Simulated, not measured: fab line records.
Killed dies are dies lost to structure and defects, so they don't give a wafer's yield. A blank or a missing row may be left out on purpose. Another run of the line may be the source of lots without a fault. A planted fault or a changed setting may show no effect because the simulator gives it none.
Problem report in the 8D (eight disciplines) form, filled by code + flow sfq-line + the parts of the form that need people (team, actions taken, sign-off) are left out

## 1. PROBLEM STATEMENT
Wafers without a fault read 14.402, standard deviation 0.015; exposure-dose-mJ-cm2 at SFQ_TRILAYER_M4_LITHO_EXPOSE_094 reads a mean of 15.038 on 9 wafers belonging to 3 lots. That puts it +42 standard deviations away from the usual mean.
The step: exposes mask M4, target cd 500 nm.
First seen on wafer L453.1, day 50 20:50, on krf-scanner-01. Wafers with a number at this step in the record: 21, from 7 lots. By rule, "out" or "out of limits" means more than 4 standard deviations away from the usual mean. The rest of the wafers with a number are treated as sound.

## 2. WHAT IT IS, WHAT IT ISN'T
| question                    | is                     | is not                                                                   |
|-----------------------------|------------------------|--------------------------------------------------------------------------|
| which readings at this step | exposure-dose-mJ-cm2   | -                                                                        |
| which lots                  | L453, L454, L455       | L444, L450, L460, L464                                                   |
| which wafers of those lots  | all that have a number | -                                                                        |
| read on which tools         | krf-scanner-01         | krf-scanner-02                                                           |
| when                        | from day 50 20:50      | up to then (6 sound wafers); but 6 sound wafers of L460, L464 came after |

## 3. WHAT RULES OUT EACH SUSPECT
Counting: any tool at a process step up to the reading is kept as a suspect provided that every lot that is out went through it and no sound lot did after the first of them.
- krf-scanner-01 at SFQ_TRILAYER_M4_LITHO_EXPOSE_094 (exposes mask M4, target cd 500 nm): kept. It ran every lot that is out, first L453 (day 50 20:50), and no sound lot after that. Out on those wafers are its own readings of exposure-dose-mJ-cm2.
Left after counting: krf-scanner-01 at SFQ_TRILAYER_M4_LITHO_EXPOSE_094.

## 4. THE CAUSE (what the simulator had put in)
Process parameter drift: krf-scanner-01, from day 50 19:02 on, at SFQ_TRILAYER_M4_LITHO_EXPOSE_094. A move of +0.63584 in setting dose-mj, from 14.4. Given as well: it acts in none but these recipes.
Counting left only this tool.

## 5. THE CHAIN OF EFFECTS, in route order
Rows list readings where the struck wafers' mean (over those with a number) sits beyond 3 standard deviations from the usual. Readings are gone through only where the record gives a usual standard deviation; hours: the median, over the lots, of the time from a lot's start at the first step in this table giving one to that lot's start at this step; sigmas: the change measured in usual standard deviations.
| hours | step                             | reading              | usual  | on struck wafers | change | sigmas |
|-------|----------------------------------|----------------------|--------|------------------|--------|--------|
| 0     | SFQ_TRILAYER_M4_LITHO_EXPOSE_094 | exposure-dose-mJ-cm2 | 14.402 | 15.038           | +0.636 | +42    |
It contains these process steps:
- SFQ_TRILAYER_M4_LITHO_EXPOSE_094: exposes mask M4, target cd 500 nm.
Later steps that measure or inspect, where all struck wafers having a row at the step show a number for every such reading and not one has moved that far: SFQ_M4_OVL_MEAS_926.

## 6. HOW IT WOULD HAVE BEEN CAUGHT EARLIER
In this record the first reading out of limits was taken at day 50 20:50, 2 hours after the fault began at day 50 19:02.
